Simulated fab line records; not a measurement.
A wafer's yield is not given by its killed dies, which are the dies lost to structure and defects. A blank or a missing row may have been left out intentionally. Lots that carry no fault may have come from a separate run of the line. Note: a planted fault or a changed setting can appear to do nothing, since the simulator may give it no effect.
Which tool was responsible? -- flow sky130 -- 42 wafers from 14 lots sampled at 3 of the route's 708 steps

## WHAT EACH GAUGE READ, for each wafer
SKY_VIA2_OVL_MEAS_13. Usual: VIA2_OVL -2 nm, standard deviation 5.5.
lot,measured,on,VIA2_OVL (nm),flag
L465,day 36 09:18,overlay-01,-4 4 -8,
L467,day 38 10:11,overlay-01,0 -9 -11,
L466,day 38 10:55,overlay-02,3 -1 -3,
L468,day 38 11:20,overlay-02,1 0 4,
L470,day 38 12:56,overlay-02,-1 -9 3,
L469,day 38 16:56,overlay-02,-2 -5 3,
L473,day 39 01:28,overlay-01,-1 -6 8,
L472,day 39 04:53,overlay-01,0 2 8,
L480,day 41 12:33,overlay-02,10 -1 6,
L482,day 41 22:51,overlay-02,-11 -1 1,
L481,day 42 01:03,overlay-02,-7 -1 -1,
L483,day 42 09:56,overlay-01,-2 -3 -11,
L485,day 42 11:08,overlay-02,0 -8 4,
L487,day 43 01:59,overlay-01,3 -3 6,

## TOOL THAT RAN EACH LOT (tool first, then ch and the chambers of the sampled wafers, then the start)
lot,SKY_METAL1_SPUTTER_03,SKY_METAL2_SPUTTER_02
L465,"pvdSputter-03, day 31 17:45","pvdSputter-04, day 34 02:39"
L467,"pvdSputter-04, day 33 19:43","pvdSputter-04, day 36 03:53"
L466,"pvdSputter-01, day 33 20:59","pvdSputter-01, day 36 04:12"
L468,"pvdSputter-03, day 33 21:33","pvdSputter-04, day 36 05:09"
L470,"pvdSputter-01, day 33 21:56","pvdSputter-02, day 36 06:39"
L469,"pvdSputter-03, day 34 01:11","pvdSputter-02, day 36 09:42"
L473,"pvdSputter-04, day 34 13:45","pvdSputter-01, day 36 20:18"
L472,"pvdSputter-03, day 34 14:41","pvdSputter-04, day 36 22:14"
L480,"pvdSputter-01, day 37 02:05","pvdSputter-04, day 39 09:50"
L482,"pvdSputter-01, day 37 14:40","pvdSputter-01, day 39 20:10"
L481,"pvdSputter-04, day 37 17:26","pvdSputter-02, day 39 23:08"
L483,"pvdSputter-04, day 38 01:43","pvdSputter-02, day 40 06:39"
L485,"pvdSputter-03, day 38 02:47","pvdSputter-04, day 40 08:04"
L487,"pvdSputter-04, day 38 20:11","pvdSputter-01, day 41 00:31"
- SKY_METAL1_SPUTTER_03: material Ti, target thk 5 nm, time 3.3 s.
- SKY_METAL2_SPUTTER_02: material AlCu, target thk 250 nm, time 13.3 s.

## WHAT THE TOOLS THEMSELVES READ (means of the sampled wafers that have a number; where no wafer has one, the mark that the record gives instead)
SKY_METAL1_SPUTTER_03. Usual: throttleValvePct 29.8 %, standard deviation 1.1.
lot,tool,throttleValvePct (%),flag
L465,pvdSputter-03,28.9,
L467,pvdSputter-04,30.7,
L466,pvdSputter-01,29.8,
L468,pvdSputter-03,29.8,
L470,pvdSputter-01,29.8,
L469,pvdSputter-03,29.1,
L473,pvdSputter-04,30.7,
L472,pvdSputter-03,28.9,
L480,pvdSputter-01,29.2,
L482,pvdSputter-01,28.9,
L481,pvdSputter-04,30.8,
L483,pvdSputter-04,30.3,
L485,pvdSputter-03,29.9,
L487,pvdSputter-04,30.5,

SKY_METAL2_SPUTTER_02. Usual: throttleValvePct 30.1 %, standard deviation 0.92.
lot,tool,throttleValvePct (%),flag
L465,pvdSputter-04,30.7,
L467,pvdSputter-04,30.8,
L466,pvdSputter-01,29.1,
L468,pvdSputter-04,30.8,
L470,pvdSputter-02,29.6,
L469,pvdSputter-02,29.9,
L473,pvdSputter-01,29.2,
L472,pvdSputter-04,30.5,
L480,pvdSputter-04,31.1,
L482,pvdSputter-01,29.8,
L481,pvdSputter-02,30.2,
L483,pvdSputter-02,29.6,
L485,pvdSputter-04,31.0,
L487,pvdSputter-01,29.4,

## THE ANSWER, worked out from the rows above alone
Rule: take the mean of a lot's wafers that have a number; if it is more than 3 standard deviations from the usual mean, the lot is off. Also off: a lot with no number at a reading for which 4 or more lots have one. All remaining lots with rows at the step are treated as sound. Order of review: gauges by route order, followed by the tools' own readings, for which a lot's mean as printed above is used. The first step at which some lot is off is used, and at that step the reading that is off furthest; a lot without a number counts as furthest.
Nothing can be told from this: no lot is off at any reading shown.

## WHAT THE SIMULATOR HAD INSERTED
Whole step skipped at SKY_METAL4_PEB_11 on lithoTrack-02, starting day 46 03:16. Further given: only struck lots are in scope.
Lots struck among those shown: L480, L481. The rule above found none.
